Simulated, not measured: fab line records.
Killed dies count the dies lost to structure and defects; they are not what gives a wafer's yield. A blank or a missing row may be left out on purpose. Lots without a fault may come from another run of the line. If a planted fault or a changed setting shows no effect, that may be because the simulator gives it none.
Struck lot and sound lot, side by side / flow sky130 / 29 steps out of a route of 708
Sound: the wafers L293.1, L293.3, L293.5. The struck wafers were L307.1, L307.4, L307.5. The cause is named last.
At each step with rows: each side's tool, then ch and its chambers, then its first start. Under that, the readings that differ: sound wafers / struck wafers / difference of the means / sigmas: that difference in standard deviations of wafers without a fault.
alike: words and numbers the same on both sides, and readings whose means are apart by under 2 such deviations; not compared: readings that were withheld, readings missing a value for some wafer, numbers with overlapping values and no deviation given by the record, and bounds like >300 which may hide the same value.
The two part at a step that has a row with sigmas, a row that says differs or no value, or rows on one side only. When numbers do not overlap yet have no deviation, they are printed without sigmas and do not part them. Lack of a reading on every wafer of one side parts them only where that side has two or more wafers.

first, 1 step without rows for these wafers: SKY_LDD_HVN_IMPLANT_08.
SKY_LDD_HVN_STRIP_09: strips in O2/N2.
  sound on plasma_asher-02 ch 0,1, day 20 06:38; struck on plasma_asher-03 ch 0, day 25 17:38
  alike: chamber_pressure_mTorr, drypump_motor_current_A, oes_product_au, strip_time_to_endpoint_s
  not compared: rf_hours_counter_h
SKY_LDD_HVN_TW_MEAS_10:
  struck on film_metro-04, day 25 17:44; sound on film_metro-04, day 20 06:44
  alike: LDD_HVN_TW
then, 7 steps without rows for these wafers: SKY_LDD_HVP_DEHYDRATE_00 (time 60 s); SKY_LDD_HVP_HMDS_01 (prime time 60 s); SKY_LDD_HVP_COAT_02 (resist thk 300 nm); SKY_LDD_HVP_SOFTBAKE_03 (time 60 s); SKY_LDD_HVP_EXPOSE_04 (exposes mask HVPTM, target cd 700 nm); SKY_LDD_HVP_PEB_05; SKY_LDD_HVP_DEVELOP_06 (develop time 60 s).
SKY_LDD_HVP_OVL_MEAS_07:
  struck on overlay-02, day 26 22:57; sound on overlay-02, day 21 13:16
  alike: LDD_HVP_OVL
following that, these wafers have no rows for 1 step: SKY_LDD_HVP_IMPLANT_08.
SKY_LDD_HVP_STRIP_09: strips in O2/N2.
  sound on plasma_asher-03 ch 0,1, day 21 13:27; struck on plasma_asher-01 ch 0,1, day 26 23:08
  no value came back on the struck wafers for chamber_pressure_mTorr (mTorr), drypump_motor_current_A (A), oes_product_au (a.u.), strip_time_to_endpoint_s (s); on the sound wafers chamber_pressure_mTorr (mTorr) reads 1500.1 1501.5 1500.8
reading=model.NOVOLAK_of_LDD_HVP_COAT_02.thk_nm (nm); sound=0 0 0; struck=299.1 299.2 300.3; difference=+299.5; sigmas=
  not compared: rf_hours_counter_h
SKY_LDD_HVP_TW_MEAS_10:
  struck on film_metro-04, day 26 23:14; sound on film_metro-03, day 21 13:33
  alike: LDD_HVP_TW
then, 7 steps without rows for these wafers: SKY_LDD_LDN_DEHYDRATE_00 (time 60 s); SKY_LDD_LDN_HMDS_01 (prime time 60 s); SKY_LDD_LDN_COAT_02 (resist thk 1140 nm); SKY_LDD_LDN_SOFTBAKE_03 (time 60 s); SKY_LDD_LDN_EXPOSE_04 (exposes mask LDNTM, target cd 700 nm); SKY_LDD_LDN_PEB_05; SKY_LDD_LDN_DEVELOP_06 (develop time 60 s).
SKY_LDD_LDN_OVL_MEAS_07:
  struck on overlay-02, day 28 03:20; sound on overlay-01, day 22 19:52
  alike: LDD_LDN_OVL
then, 4 steps without rows for these wafers: SKY_LDD_LDN_IMPLANT_08; SKY_LDD_LDN_IMPLANT_09; SKY_LDD_LDN_IMPLANT_10; SKY_LDD_LDN_IMPLANT_11.
SKY_LDD_LDN_STRIP_12: strips in O2/N2.
  sound on plasma_asher-02 ch 0,1, day 22 20:30; struck on plasma_asher-01 ch 1, day 28 03:59
reading=drypump_motor_current_A (A); sound=6.4 6.5 6.0; struck=5.0 5.0 5.0; difference=-1.3; sigmas=-2
reading=strip_time_to_endpoint_s (s); sound=14.13 14.15 14.10; struck=18.74 18.73 18.76; difference=+4.62; sigmas=+99 or more
  alike: chamber_pressure_mTorr, oes_product_au
  not compared: rf_hours_counter_h
SKY_LDD_LDN_TW_MEAS_13:
  struck on film_metro-03, day 28 04:05; sound on film_metro-01, day 22 20:36
reading=LDD_LDN_TW; sound=1517 1510 1511; struck=30 30 30; difference=-1483; sigmas=-99 or more
then, 1 step without rows for these wafers: SKY_LDD_LDN_CLEAN_14 (cleans in SC1/SC2, time 150 s).

## WHERE THEY PART
At SKY_LDD_HVP_STRIP_09 first; at SKY_LDD_LDN_TW_MEAS_13 last (within this record only).

WHY: what had been put in by the simulator
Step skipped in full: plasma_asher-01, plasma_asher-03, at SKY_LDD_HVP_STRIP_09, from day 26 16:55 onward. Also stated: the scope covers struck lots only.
